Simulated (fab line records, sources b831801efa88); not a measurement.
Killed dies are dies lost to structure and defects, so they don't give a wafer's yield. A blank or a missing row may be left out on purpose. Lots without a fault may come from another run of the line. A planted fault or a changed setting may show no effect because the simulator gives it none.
Which tool did it? | flow gf180mcu | 12 lots, 36 wafers sampled, at 1 step of a route of 602

WHAT THE GAUGES READ, wafer by wafer
GF_M1_OVL_MEAS_15. Usual: M1_OVL 4 nm, standard deviation 7.7.
lot  | measured     | on         | M1_OVL (nm) | flag
L703 | day 16 21:38 | overlay-01 | 10 -6 2     |
L704 | day 17 03:59 | overlay-02 | -3 -2 9     |
L707 | day 18 13:08 | overlay-01 | -8 10 -2    |
L711 | day 20 13:38 | overlay-02 | -2 13 1     |
L712 | day 21 10:49 | overlay-01 | 4 -11 -4    |
L713 | day 21 14:13 | overlay-01 | 10 1 -1     |
L717 | day 22 16:02 | overlay-01 | -10 -10 7   |
L718 | day 22 19:53 | overlay-02 | 3 0 15      |
L719 | day 23 01:46 | overlay-02 | 19 9 14     |
L721 | day 23 18:51 | overlay-01 | -8 1 -3     |
L722 | day 24 00:29 | overlay-02 | 4 15 16     |
L726 | day 25 06:21 | overlay-02 | 3 10 8      |

WHICH TOOL RAN EACH LOT (tool, then ch and the chambers of the sampled wafers, then the start)
The record holds no process step before these readings.

WHAT THE TOOLS THEMSELVES READ (means of the sampled wafers that have a number; where no wafer has one, the mark that the record gives instead)
The record holds no such reading with a usual standard deviation.

THE ANSWER, worked out from the rows above alone
Rule: a lot is off if the mean of its wafers that have a number lies more than 3 standard deviations from the usual mean. A lot without any number at a reading at which 4 lots or more have one is off too. The other lots that the step has rows for count as sound. The gauges are gone through in route order, then the tools' own readings, and for those a lot's mean is taken as printed above. The first step at which some lot is off is used, and at that step the reading that is off furthest; a lot without a number counts as furthest.
No lot is off at any reading shown: from this, nothing can be told.

WHAT THE SIMULATOR HAD PUT IN
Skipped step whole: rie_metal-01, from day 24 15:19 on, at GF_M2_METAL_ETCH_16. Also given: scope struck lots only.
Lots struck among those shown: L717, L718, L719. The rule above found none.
